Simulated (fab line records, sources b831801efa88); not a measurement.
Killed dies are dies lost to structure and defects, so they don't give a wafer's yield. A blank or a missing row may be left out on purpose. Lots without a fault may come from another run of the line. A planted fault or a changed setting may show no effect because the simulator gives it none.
One fault seen from 2 desks | flow sky130 | each desk has only its own numbers; what lay behind them comes last

THE TOOL OWNER'S DESK: implanter-02
The tool's own readings at SKY_NWELL_IMPLANT_13: means of the sampled wafers that have a number, for each lot that ran on this tool. A lot is out of limits, marked OUT, if its mean lies more than 4 standard deviations from the usual mean; the brackets give that distance.
Columns: A = dose_ions_cm2 at SKY_NWELL_IMPLANT_13, usual 7.001e+11; B = faraday_current_uA at SKY_NWELL_IMPLANT_13, usual 3.97
lot  | first seen here | A                           | B
L875 | day 5 12:52     | 6.997e+11                   | 3.99
L876 | day 5 16:03     | 6.998e+11                   | 3.95
L885 | day 7 22:15     | 6.987e+11                   | 3.94
L886 | day 8 05:02     | 7.203e+10 (-99 or more) OUT | 0.40 (-46) OUT
L889 | day 8 21:13     | 6.987e+10 (-99 or more) OUT | 0.40 (-46) OUT
This desk's finding: out of limits on L886, L889; first on L886, day 8 05:02 (dose_ions_cm2 at SKY_NWELL_IMPLANT_13). In limits: L875, L876, L885.

THE METROLOGY DESK
What the gauges read, lot by lot, whatever tool the lot ran on: means of the sampled wafers that have a number. A lot is out of limits, marked OUT, if its mean lies more than 4 standard deviations from the usual mean; the brackets give that distance.
Columns: A = NWELL_RS at SKY_NWELL_RS_MEAS_29, usual 624.4 ohm/sq; B = SONOS_TUNNEL_OVL at SKY_SONOS_TUNNEL_OVL_MEAS_08, usual 0.3 nm
lot  | first seen here | A               | B
L874 | day 6 00:20     | 625.2           | -0.1
L875 | day 6 07:22     | 622.8           | -1.6
L876 | day 6 11:40     | 623.6           | 1.8
L877 | day 6 15:32     | 625.1           | 1.8
L878 | day 6 21:31     | 622.5           | -1.8
L881 | day 8 07:07     | 626.3           | 2.1
L884 | day 8 13:36     | 622.9           | 2.4
L885 | day 8 19:25     | 625.3           | -0.5
L886 | day 9 02:46     | 650.4 (+17) OUT | 0.5
L889 | day 9 20:07     | 644.4 (+13) OUT | 1.0
L894 | day 11 01:45    | 623.8           | 1.8
L895 | day 11 12:06    | 624.2           | 1.0
This desk's finding: out of limits on L886, L889; first on L886, day 9 02:46 (NWELL_RS at SKY_NWELL_RS_MEAS_29). In limits: L874, L875, L876, L877, L878, L881, L884, L885, L894, L895.

PUT TOGETHER
The tool owner's desk could have raised an alarm at day 8 05:02, on L886, L889.
The metrology desk could have raised an alarm at day 9 02:46, on L886, L889.
Of the lots named, all ran SKY_NWELL_IMPLANT_13 on implanter-02.

WHAT THE SIMULATOR HAD PUT IN
Process parameter drift: implanter-02, from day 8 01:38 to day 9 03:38, at SKY_NWELL_IMPLANT_13. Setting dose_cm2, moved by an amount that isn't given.
Lots struck among those shown: L886, L889.
Hours from the fault's start to each desk's first reading out of limits: the tool owner's desk, 3; the metrology desk, 25.
